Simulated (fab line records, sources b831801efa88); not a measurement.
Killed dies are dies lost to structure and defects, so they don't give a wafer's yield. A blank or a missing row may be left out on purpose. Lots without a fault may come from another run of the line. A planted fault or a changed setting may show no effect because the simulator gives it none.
One fault seen from 2 desks | flow sky130 | each desk has only its own numbers; what lay behind them comes last

THE TOOL OWNER'S DESK: litho_track-04
The tool's own readings at SKY_VT_ADJUST_LVTN_DEVELOP_17 (develop time 60 s): means of the sampled wafers that have a number, for each lot that ran on this tool. A lot is out of limits, marked OUT, if its mean lies more than 4 standard deviations from the usual mean; the brackets give that distance.
Columns: A = developer_temp_C at SKY_VT_ADJUST_LVTN_DEVELOP_17, usual 22.99 C
lot  | first seen here | A
L439 | day 8 10:05     | 22.94
L442 | day 9 02:32     | 25.21 (+22) OUT
L443 | day 9 05:56     | 25.27 (+23) OUT
L453 | day 12 04:17    | 22.97
L455 | day 12 15:43    | 22.83
L457 | day 13 12:37    | 22.98
L458 | day 14 04:13    | 23.09
L459 | day 14 18:01    | 23.05
This desk's finding: out of limits on L442, L443; first on L442, day 9 02:32 (developer_temp_C at SKY_VT_ADJUST_LVTN_DEVELOP_17). In limits: L439, L453, L455, L457, L458, L459.

THE METROLOGY DESK
What the gauges read, lot by lot, whatever tool the lot ran on: means of the sampled wafers that have a number. A lot is out of limits, marked OUT, if its mean lies more than 4 standard deviations from the usual mean; the brackets give that distance.
Columns: A = FIELD_ISO_CVD_24_THK at SKY_FIELD_ISO_THK_MEAS_25, usual 594 nm; B = LDD_HVP_OVL at SKY_LDD_HVP_OVL_MEAS_07, usual 0.4 nm; C = cd_nm at SKY_CONTACT_CD_MEAS_14, usual 170.3 nm
lot  | first seen here | A   | B    | C
L438 | day 2 11:20     | 590 | 0.4  | 169.3
L439 | day 2 23:11     | 594 | 1.7  | 170.5
L441 | day 3 04:56     | 595 | 0.3  | 168.7
L442 | day 3 10:39     | 588 | 1.2  | 170.9
L443 | day 3 15:25     | 593 | -1.5 | 170.3
L451 | day 5 07:18     | 597 | -0.3 | 168.7
L453 | day 5 20:46     | 596 | 0.2  | 171.6
L454 | day 5 23:53     | 595 | 0.3  | 170.2
L455 | day 6 06:14     | 597 | 0.7  | 172.9
L456 | day 6 09:08     | 587 | 1.4  | 169.7
L457 | day 6 14:53     | 596 | -0.7 | 172.3
L458 | day 6 22:00     | 594 | 0.6  | 169.0
L460 | day 7 09:26     | 599 | 0.1  | 171.2
L459 | day 7 09:26     | 593 | -0.3 | 172.2
This desk's finding: nothing out of limits on any of the 14 lots.

PUT TOGETHER
The tool owner's desk could have raised an alarm at day 9 02:32, on L442, L443.
The metrology desk saw nothing out of limits.
The metrology desk has L442, L443 on record, within its limits.
Of the lots named, all ran SKY_VT_ADJUST_LVTN_DEVELOP_17 on litho_track-04.

WHAT THE SIMULATOR HAD PUT IN
Process parameter drift: litho_track-04, from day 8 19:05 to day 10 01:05, at SKY_VT_ADJUST_LVTN_DEVELOP_17. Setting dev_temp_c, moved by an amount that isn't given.
Lots struck among those shown: L442, L443.
Hours from the fault's start to each desk's first reading out of limits: the tool owner's desk, 7.
